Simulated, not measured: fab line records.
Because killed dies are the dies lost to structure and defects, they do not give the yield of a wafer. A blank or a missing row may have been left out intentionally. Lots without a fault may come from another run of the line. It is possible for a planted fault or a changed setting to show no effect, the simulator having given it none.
fab line records | flow sky130
[record] lots = 7 wafers = 21 lastDay = 49
route steps=708 shown VT_ADJUST_PCH@146 SONOS_TUNNEL@154 PAD_OPEN@708
lots that met no fault: taken from a fault-free run of the same line
startH: hours from the record's first day to the start of the lot's first wafer shown | waitH: hours since the lot's step before | " unchanged from the row above | L1.1+2: a single row standing in for several wafers | - no value present, or no start provided | * or withheld: withheld | < > ~ a bound
route shown NAME@n: a module of which the file shows steps, and the number in the route of the first | usual: average and standard deviation across the fault-free wafers | same: alike in all rows | chamber/n: place in a boat | sites: each site's reading | _std_site: the standard deviation of these | _edge_site: the outer-site mean with the inner-site mean subtracted | radiusMm: for every site, how far away it sits from the centre of the wafer | mask NAME#n: copy n | behind: tool/chamber where the wafer was last shaped | hold: what put the lot on hold/how long, in hours/how the hold closed | device: whichever transistor did not switch (one of n, p or np) | end of line: at the end of the route, the tests of the same wafers | step lacking rows: just its recipe | killed: dies that structure and defects cost at the first sort, which is not the same as the wafer's yield | map: the dies of a wafer, with x for killed, . for not killed, _ for no die there
set.NAME: the setting that was run; set.NAME@STEP: the one run at that earlier step | model.NAME: the simulator's own value behind a step, which no gauge read
lots at some steps of the route; a table a step, a row a wafer
services: from which hour (startH, from the record's first day; less than 0 if before it) a tool's chamber was out of use, for how many hours, and why
[[steps]]
[step SKY_VT_ADJUST_PCH_SOFTBAKE_03]
[recipe] tempC = 110 timeS = withheld
[step SKY_VT_ADJUST_PCH_EXPOSE_04]
[recipe] maskId = NWM na = 0.6 sourceShape = conventional sigmaOuter = 0.6 polarization = unpolarized targetCdNm = 840 doseMj = 255
[step SKY_VT_ADJUST_PCH_PEB_05]
[recipe] tempC = 115 timeS = withheld
[step SKY_VT_ADJUST_PCH_DEVELOP_06]
[recipe] wallAngleDeg = 90 developer = TMAH developTimeS = 60 devTempC = 23
[step SKY_VT_ADJUST_PCH_OVL_MEAS_07]
[usual] VT_ADJUST_PCH_OVL = 0.9/1.4
// columns lot.wafer tool chamber startH waitH VT_ADJUST_PCH_OVL[nm]
L731.1 overlay-02 - 224.54 - 2.2
L731.3 " - " " 1.3
L731.5 " - " " 1.2
L732.3 overlay-02 - 232.67 - 0.3
L732.4 " - " " 1.4
L732.6 " - " " 0.0
L738.1 overlay-02 - 287.57 - 1.1
L738.2 " - " " 1.5
L738.4 " - " " 1.0
L739.2 overlay-01 - 298.56 - 1.3
L739.3 " - " " 0.4
L739.6 " - " " 0.3
L741.3 overlay-02 - 308.53 - 2.4
L741.4 " - " " 1.5
L741.6 " - " " 3.3
L740.2 overlay-01 - 309.44 - 3.2
L740.3 " - " " 1.5
L740.6 " - " " 2.1
L750.3 overlay-01 - 371.00 - 1.0
L750.5 " - " " 2.3
L750.6 " - " " 2.1
[step SKY_VT_ADJUST_PCH_IMPLANT_08]
[recipe] species = B energyKev = 10 doseCm2 = 5e+11 tiltDeg = withheld
[step SKY_VT_ADJUST_PCH_STRIP_09]
[recipe] chemistry = O2/N2 powerW = 1400 pressureMtorr = 1500 platenTempC = withheld o2FlowSccm = 3000 n2FlowSccm = 300 overashFraction = 0.5
[usual] drypumpMotorCurrentA = 5.9/0.32 oesProductAu = 0.723/0.0044 stripTimeToEndpointS = 36.91/0.1
// columns lot.wafer tool chamber startH waitH drypumpMotorCurrentA oesProductAu rfHoursCounterH stripTimeToEndpointS
L731.1 plasmaAsher-02 1 224.72 0.1 6.2 0.724 39 37.01
L731.3 " 0 " " 5.6 0.728 - 36.93
L731.5 " 1 " " 6.2 0.715 - 37.04
L732.3 plasmaAsher-04 1 232.88 0.1 6.1 0.726 - 36.98
L732.4 " 0 " " 6.0 0.722 - 36.98
L732.6 " 0 " " 6.0 0.725 - 36.93
L738.1 plasmaAsher-03 1 287.76 0.1 6.2 0.721 60 36.81
L738.2 " 0 " " 5.4 0.718 60 36.85
L738.4 " 0 " " 5.4 0.725 - 36.94
L739.2 plasmaAsher-03 1 298.74 0.1 6.1 0.724 60 37.04
L739.3 " 0 " " 5.4 0.716 - 37.06
L739.6 " 0 " " 5.4 0.729 - 37.04
L741.3 plasmaAsher-02 0 308.74 0.1 5.5 0.728 - 36.93
L741.4 " 1 " " 6.2 0.724 - 36.98
L741.6 " 0 " " 5.6 0.723 - 36.90
L740.2 plasmaAsher-04 0 309.62 0.1 6.0 0.718 62 36.90
L740.3 " 1 " " 6.2 0.725 - 36.90
L740.6 " 1 " " 6.2 0.729 - 37.03
L750.3 plasmaAsher-02 0 371.20 0.1 5.6 0.723 - 36.93
L750.5 " 1 " " 6.2 0.726 - 37.02
L750.6 " 0 " " 5.6 0.726 - 36.92
[step SKY_VT_ADJUST_PCH_TW_MEAS_10]
[usual] VT_ADJUST_PCH_TW = 142.4/1.3
// columns lot.wafer tool chamber startH waitH VT_ADJUST_PCH_TW
L731.1 filmMetro-02 - 224.82 0.1 144.4
L731.3 " - " " 144.0
L731.5 " - " " 143.9
L732.3 filmMetro-04 - 232.96 0.1 143.1
L732.4 " - " " 143.7
L732.6 " - " " 143.3
L738.1 filmMetro-01 - 287.86 0.1 141.3
L738.2 " - " " 141.0
L738.4 " - " " 141.6
L739.2 filmMetro-04 - 298.85 0.1 143.0
L739.3 " - " " 144.6
L739.6 " - " " 143.1
L741.3 filmMetro-04 - 308.83 0.1 143.4
L741.4 " - " " 144.0
L741.6 " - " " 143.5
L740.2 filmMetro-01 - 309.73 0.1 139.9
L740.3 " - " " 141.3
L740.6 " - " " 140.8
L750.3 filmMetro-02 - 371.29 0.1 142.4
L750.5 " - " " 142.5
L750.6 " - " " 142.8
[step SKY_SONOS_TUNNEL_DEHYDRATE_00]
[recipe] tempC = 200 timeS = 60
[step SKY_SONOS_TUNNEL_HMDS_01]
[recipe] primeTimeS = 60 primeTempC = 120
[step SKY_SONOS_TUNNEL_COAT_02]
[recipe] resist = NOVOLAK spinRpm = 3000 resistThkNm = 1140
[step SKY_SONOS_TUNNEL_SOFTBAKE_03]
[recipe] tempC = 90 timeS = 60 resist = NOVOLAK
[step SKY_SONOS_TUNNEL_EXPOSE_04]
[recipe] maskId = TUNM na = 0.6 sourceShape = conventional sigmaOuter = 0.6 polarization = unpolarized targetCdNm = 410 doseMj = 136
[usual] exposureDoseMJCm2 = 136.02/0.15 focusOffsetNm = 0.2/0.56 stageVelMmS = 500.07/0.23
// columns lot.wafer tool chamber startH waitH mask exposureDoseMJCm2 focusOffsetNm stageVelMmS model.SONOS_TUNNEL.overlayXNm
L731.1 ilineStepper-02 0 236.68 - TUNM#0 135.77 0.8 499.97 1.228
L731.3 " 0 " " TUNM#0 135.77 0.4 500.46 1.228
L731.5 " 0 " " TUNM#0 135.90 0.4 500.07 1.228
L732.3 ilineStepper-02 0 244.10 - TUNM#0 135.79 -0.1 499.68 1.479
L732.4 " 0 " " TUNM#0 135.76 -0.4 500.07 1.479
L732.6 " 0 " " TUNM#0 135.90 -0.6 500.05 1.479
L738.1 ilineStepper-02 0 300.39 - TUNM#0 136.22 0.3 499.86 -85.25
L738.2 " 0 " " TUNM#0 135.93 -0.2 499.95 -85.25
L738.4 " 0 " " TUNM#0 136.06 0.6 499.89 -85.25
L739.2 ilineStepper-02 0 312.23 - TUNM#0 136.07 0.1 499.79 -82.51
L739.3 " 0 " " TUNM#0 135.96 -1.1 499.81 -82.51
L739.6 " 0 " " TUNM#0 136.01 0.1 499.97 -82.51
L741.3 ilineStepper-02 0 322.39 - TUNM#0 135.78 -0.5 499.91 -80.68
L741.4 " 0 " " TUNM#0 135.96 -0.6 499.83 -80.68
L741.6 " 0 " " TUNM#0 136.08 -0.6 499.90 -80.68
L740.2 ilineStepper-01 0 324.11 - TUNM#0 136.20 0.2 499.67 0.4501
L740.3 " 0 " " TUNM#0 136.14 0.1 500.21 0.4501
L740.6 " 0 " " TUNM#0 136.22 0.1 499.96 0.4501
L750.3 ilineStepper-01 0 384.92 - TUNM#0 135.93 0.0 499.76 3.133
L750.5 " 0 " " TUNM#0 135.87 -0.1 499.77 3.133
L750.6 " 0 " " TUNM#0 135.96 -0.1 499.88 3.133
[step SKY_SONOS_TUNNEL_PEB_05]
[recipe] tempC = withheld timeS = * resist = NOVOLAK
[step SKY_SONOS_TUNNEL_DEVELOP_06]
[recipe] resist = NOVOLAK developer = TMAH developTimeS = 60 devTempC = 23
[step SKY_SONOS_TUNNEL_CD_MEAS_07]
[recipe] targetCdNm = 410
[usual] cdNm = 410.0/2.2
// columns lot.wafer tool chamber startH waitH cdNm
L731.1 cdSem-02 - 247.51 0.1 410.3
L731.3 " - " " 411.0
L731.5 " - " " 411.9
L732.3 cdSem-02 - 255.25 0.1 406.5
L732.4 " - " " 408.0
L732.6 " - " " 411.8
L738.1 cdSem-01 - 313.46 0.1 413.0
L738.2 " - " " 411.9
L738.4 " - " " 411.4
L739.2 cdSem-02 - 325.29 0.1 409.1
L739.3 " - " " 410.5
L739.6 " - " " 408.7
L741.3 cdSem-01 - 335.55 0.1 406.9
L741.4 " - " " 406.6
L741.6 " - " " 407.6
L740.2 cdSem-02 - 336.59 0.1 412.1
L740.3 " - " " 413.4
L740.6 " - " " 414.1
L750.3 cdSem-02 - 399.50 0.1 408.0
L750.5 " - " " 406.9
L750.6 " - " " 407.7
[step SKY_SONOS_TUNNEL_OVL_MEAS_08]
[usual] SONOS_TUNNEL_OVL = 0.1/1.7
// columns lot.wafer tool chamber startH waitH SONOS_TUNNEL_OVL[nm]
L731.1 overlay-02 - 247.63 0.1 1.9
L731.3 " - " " 3.0
L731.5 " - " " 1.6
L732.3 overlay-02 - 255.34 0.1 2.1
L732.4 " - " " 0.7
L732.6 " - " " 1.5
L738.1 overlay-01 - 313.58 0.1 -84.7
L738.2 " - " " -85.5
L738.4 " - " " -85.7
L739.2 overlay-02 - 325.40 0.1 -81.7
L739.3 " - " " -82.0
L739.6 " - " " -81.2
L741.3 overlay-02 - 335.64 0.1 -81.4
L741.4 " - " " -80.0
L741.6 " - " " -80.4
L740.2 overlay-02 - 336.70 0.1 1.0
L740.3 " - " " 1.3
L740.6 " - " " 0.7
L750.3 overlay-02 - 399.59 0.1 3.5
L750.5 " - " " 3.8
L750.6 " - " " 4.1
[step SKY_SONOS_TUNNEL_IMPLANT_09]
[recipe] species = B energyKev = 20 doseCm2 = 1e+12 tiltDeg = withheld
[step SKY_PAD_OPEN_PROBE_99]
[usual] killed_at_M0_to_M3 = 43/6.5 killed_at_M4_up = 3/1.7 killedAtContacts = 25/5.1 killedAtFrontEnd = 15/3.8 killedAtOther = 0.2/0.45 killedDies = 86/8.8 killedOpen = 47/6.7 killedShort = 39/6
[same] grossDies = 492 killedAtBackSide = 0
// columns lot.wafer tool chamber startH waitH killed_at_M0_to_M3 killed_at_M4_up killedAtContacts killedAtFrontEnd killedAtOther killedDies killedOpen killedShort model.etest.sonosUncharged.rOnOhmUm model.etest.sonosProgrammed.offLog10AUm model.etest.sonosUncharged.vtV
L731.1 prober-02 - 1074.43 0.1 48 3 31 19 0 101 47 54 819.9 -13.93 -0.42
L731.3 prober-02 - 1074.53 0.2 31 2 24 15 0 72 35 37 827.7 -14.07 -0.4202
L731.5 prober-02 - 1074.63 0.2 32 1 21 17 0 71 35 36 808.9 -13.93 -0.4472
L732.3 prober-01 - 1083.03 0.2 52 1 24 16 1 94 50 44 822.5 -14.02 -0.4314
L732.4 prober-01 - 1083.08 0.2 48 2 32 14 0 96 55 41 818.7 -13.86 -0.4267
L732.6 prober-01 - 1083.18 0.2 37 6 27 11 0 81 50 31 807.7 -14.03 -0.4337
L738.1 prober-01 - 1124.25 0.1 61 3 18 19 1 102 55 47 783.4 -13.74 -0.4946
L738.2 prober-01 - 1124.30 0.1 35 3 23 16 1 78 42 36 813.8 -13.89 -0.4702
L738.4 prober-01 - 1124.40 0.2 40 2 30 16 0 88 44 44 803.6 -13.77 -0.5083
L739.2 prober-02 - 1135.83 0.1 44 2 19 12 0 77 48 29 778.5 -13.81 -0.5471
L739.3 prober-02 - 1135.88 0.2 40 4 23 21 0 88 48 40 774.7 -13.64 -0.5202
L739.6 prober-02 - 1136.03 0.2 38 6 20 15 0 79 42 37 780.6 -13.54 -0.4835
L741.3 prober-01 - 1155.09 0.2 46 5 39 17 2 109 63 46 789.8 -13.72 -0.5046
L741.4 prober-01 - 1155.14 0.2 50 3 26 14 0 93 53 40 800.8 -13.71 -0.5271
L741.6 prober-01 - 1155.24 0.2 44 7 31 11 1 94 52 42 780.1 -13.81 -0.5337
L740.2 prober-02 - 1155.21 0.1 53 5 25 17 0 100 54 46 806 -13.83 -0.4405
L740.3 prober-02 - 1155.26 0.2 38 5 20 19 0 82 43 39 823.1 -13.84 -0.4009
L740.6 prober-02 - 1155.41 0.2 50 1 27 13 0 91 52 39 797.2 -13.94 -0.4207
L750.3 prober-01 - 1184.58 0.2 49 0 36 17 0 102 56 46 816.7 -14.02 -0.4094
L750.5 prober-01 - 1184.68 0.2 40 2 31 13 0 86 48 38 821.4 -14.02 -0.4331
L750.6 prober-01 - 1184.73 0.2 37 4 22 15 0 78 38 40 805.3 -13.78 -0.4524
// killed by level:class
L731.1 LI_CONTACT:geometricParticle:open=9 CONTACT:geometricParticle:open=8 VIA1:geometricParticle:open=8 VIA2:geometricParticle:open=8 VIA1:geometricParticle:short=7 METAL2:geometricParticle:short=7 METAL1:geometricParticle:short=6 CONTACT:geometricParticle:short=6
L731.3 CONTACT:geometricParticle:open=8 METAL1:geometricParticle:short=8 LI_CONTACT:geometricParticle:open=7 CONTACT:geometricParticle:short=5 VIA1:geometricParticle:open=5 FIELD_ISO:geometricParticle:short=4 POLY_GATE:geometricParticle:short=4 VIA1:geometricParticle:short=3
L731.5 VIA2:geometricParticle:open=10 POLY_GATE:geometricParticle:short=7 CONTACT:geometricParticle:open=7 FIELD_ISO:geometricParticle:short=6 LI_CONTACT:geometricParticle:open=6 METAL2:geometricParticle:short=5 VIA1:geometricParticle:open=5 LOCAL_INTERCONNECT:geometricParticle:short=4
L732.3 VIA1:geometricParticle:open=18 CONTACT:geometricParticle:open=7 CONTACT:geometricParticle:short=7 METAL1:geometricParticle:short=6 METAL2:geometricParticle:short=6 LI_CONTACT:geometricParticle:open=5 VIA1:geometricParticle:short=5 FIELD_ISO:geometricParticle:open=4
L732.4 CONTACT:geometricParticle:open=11 VIA1:geometricParticle:open=10 LI_CONTACT:geometricParticle:open=10 CONTACT:geometricParticle:short=8 VIA3:geometricParticle:open=8 VIA2:geometricParticle:open=6 METAL2:geometricParticle:short=6 POLY_GATE:geometricParticle:open=5
L732.6 VIA1:geometricParticle:open=12 LI_CONTACT:geometricParticle:open=11 CONTACT:geometricParticle:open=7 METAL2:geometricParticle:short=4 VIA2:geometricParticle:open=4 VIA3:geometricParticle:short=4 METAL4:geometricParticle:short=4 FIELD_ISO:geometricParticle:open=3
L738.1 VIA1:geometricParticle:open=11 VIA3:geometricParticle:open=11 METAL1:geometricParticle:short=8 LI_CONTACT:geometricParticle:open=7 VIA1:geometricParticle:short=7 CONTACT:geometricParticle:open=6 FIELD_ISO:geometricParticle:open=5 FIELD_ISO:geometricParticle:short=5
L738.2 LI_CONTACT:geometricParticle:open=10 VIA1:geometricParticle:open=8 CONTACT:geometricParticle:open=6 POLY_GATE:geometricParticle:open=5 VIA3:geometricParticle:open=5 LOCAL_INTERCONNECT:geometricParticle:short=4 METAL2:geometricParticle:short=4 VIA3:geometricParticle:short=4
L738.4 CONTACT:geometricParticle:open=11 CONTACT:geometricParticle:short=7 VIA1:geometricParticle:open=7 VIA2:geometricParticle:open=6 VIA3:geometricParticle:short=6 LI_CONTACT:geometricParticle:open=5 LOCAL_INTERCONNECT:geometricParticle:short=5 FIELD_ISO:geometricParticle:short=4
L739.2 VIA1:geometricParticle:open=13 VIA3:geometricParticle:open=9 METAL1:geometricParticle:short=8 CONTACT:geometricParticle:open=6 FIELD_ISO:geometricParticle:open=5 LI_CONTACT:geometricParticle:open=5 METAL2:geometricParticle:short=5 POLY_GATE:geometricParticle:open=3
L739.3 VIA1:geometricParticle:open=10 POLY_GATE:geometricParticle:open=6 METAL1:geometricParticle:short=6 FIELD_ISO:geometricParticle:short=5 POLY_GATE:geometricParticle:short=5 LI_CONTACT:geometricParticle:open=5 CONTACT:geometricParticle:short=5 CONTACT:geometricParticle:open=5
L739.6 VIA2:geometricParticle:open=9 VIA2:geometricParticle:short=7 VIA1:geometricParticle:open=6 LI_CONTACT:geometricParticle:open=6 METAL4:geometricParticle:short=5 CONTACT:geometricParticle:open=5 FIELD_ISO:geometricParticle:short=4 FIELD_ISO:geometricParticle:open=4
L741.3 CONTACT:geometricParticle:open=17 VIA1:geometricParticle:open=11 VIA3:geometricParticle:open=10 LI_CONTACT:geometricParticle:open=9 LOCAL_INTERCONNECT:geometricParticle:short=7 METAL1:geometricParticle:short=6 METAL2:geometricParticle:short=6 FIELD_ISO:geometricParticle:short=5
L741.4 VIA1:geometricParticle:open=14 CONTACT:geometricParticle:open=10 VIA1:geometricParticle:short=8 VIA3:geometricParticle:open=8 LOCAL_INTERCONNECT:geometricParticle:short=5 POLY_GATE:geometricParticle:open=4 CONTACT:geometricParticle:short=4 METAL1:geometricParticle:short=4
L740.2 VIA1:geometricParticle:open=12 VIA3:geometricParticle:open=9 CONTACT:geometricParticle:open=8 VIA2:geometricParticle:open=7 METAL2:geometricParticle:short=6 FIELD_ISO:geometricParticle:short=5 LI_CONTACT:geometricParticle:open=5 LOCAL_INTERCONNECT:geometricParticle:short=5
L741.6 VIA1:geometricParticle:open=14 CONTACT:geometricParticle:open=8 VIA2:geometricParticle:open=8 LI_CONTACT:geometricParticle:open=7 CONTACT:geometricParticle:short=6 LOCAL_INTERCONNECT:geometricParticle:short=5 METAL4:geometricParticle:short=5 VIA1:geometricParticle:short=4
L740.3 VIA1:geometricParticle:open=10 CONTACT:geometricParticle:open=9 METAL1:geometricParticle:short=9 LI_CONTACT:geometricParticle:open=6 METAL2:geometricParticle:short=6 METAL4:geometricParticle:short=5 POLY_GATE:geometricParticle:open=4 VIA2:geometricParticle:open=4
L740.6 VIA1:geometricParticle:open=14 LI_CONTACT:geometricParticle:open=8 VIA3:geometricParticle:open=8 LOCAL_INTERCONNECT:geometricParticle:short=6 CONTACT:geometricParticle:open=6 VIA3:geometricParticle:short=6 METAL1:geometricParticle:short=5 METAL2:geometricParticle:short=5
L750.3 LI_CONTACT:geometricParticle:open=12 VIA3:geometricParticle:open=12 VIA1:geometricParticle:open=11 METAL1:geometricParticle:short=7 CONTACT:geometricParticle:short=7 CONTACT:geometricParticle:open=7 LOCAL_INTERCONNECT:geometricParticle:short=6 FIELD_ISO:geometricParticle:open=5
L750.5 CONTACT:geometricParticle:open=13 LI_CONTACT:geometricParticle:open=10 METAL2:geometricParticle:short=8 VIA1:geometricParticle:open=6 VIA2:geometricParticle:open=5 VIA3:geometricParticle:short=5 VIA3:geometricParticle:open=5 POLY_GATE:geometricParticle:short=4
L750.6 VIA1:geometricParticle:open=12 CONTACT:geometricParticle:open=8 METAL1:geometricParticle:short=8 FIELD_ISO:geometricParticle:short=6 LI_CONTACT:geometricParticle:open=5 LOCAL_INTERCONNECT:geometricParticle:short=5 VIA1:geometricParticle:short=5 FIELD_ISO:geometricParticle:open=3
[[services]]
// columns tool chamber startH hours kind
ilineStepper-02 - 204.29 2.1 pm
ilineStepper-02 - 206.37 - consumableReplace:lamp
ilineStepper-01 - 237.62 8.9 pm
plasmaAsher-03 - 293.36 4.1 repair
ilineStepper-01 - 314.75 1.7 pm
plasmaAsher-04 - 337.57 2.8 pm
ilineStepper-02 - 357.99 1.7 pm
plasmaAsher-03 - 381.68 2.9 repair
[[key]]
[firstSign] step = SKY_SONOS_TUNNEL_OVL_MEAS_08 reading = SONOS_TUNNEL_OVL direction = down sigmas = 49 usual = 0.1 struck = -82.5
effect none on later readings
[modelEffect] step = SKY_SONOS_TUNNEL_EXPOSE_04 value = SONOS_TUNNEL.overlayXNm without = -0.839 struck = -82.82
[modelEffect] step = SKY_PAD_OPEN_PROBE_99 value = etest.sonosUncharged.rOnOhmUm without = 809.2 struck = 789.5
metAt SKY_SONOS_TUNNEL_EXPOSE_04
struckWafers L738.1,L738.2,L738.4,L739.2,L739.3,L739.6,L741.3,L741.4,L741.6
testerLeftOut L738,L739,L741
onsetBetween 244.10 300.39
[fault] kind = scannerMatchingOverlay tool = ilineStepper-02 chamber = - onsetH = 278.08 steps = SKY_SONOS_TUNNEL_EXPOSE_04 offset = -81.976
// testerLeftOut: of these lots the tester's yield and bins aren't shown, on N5 and GAA mostly nor the transistor test; their killed dies are dies lost to structure and defects alone, not to doping, threshold or leakage, so they don't give the yield
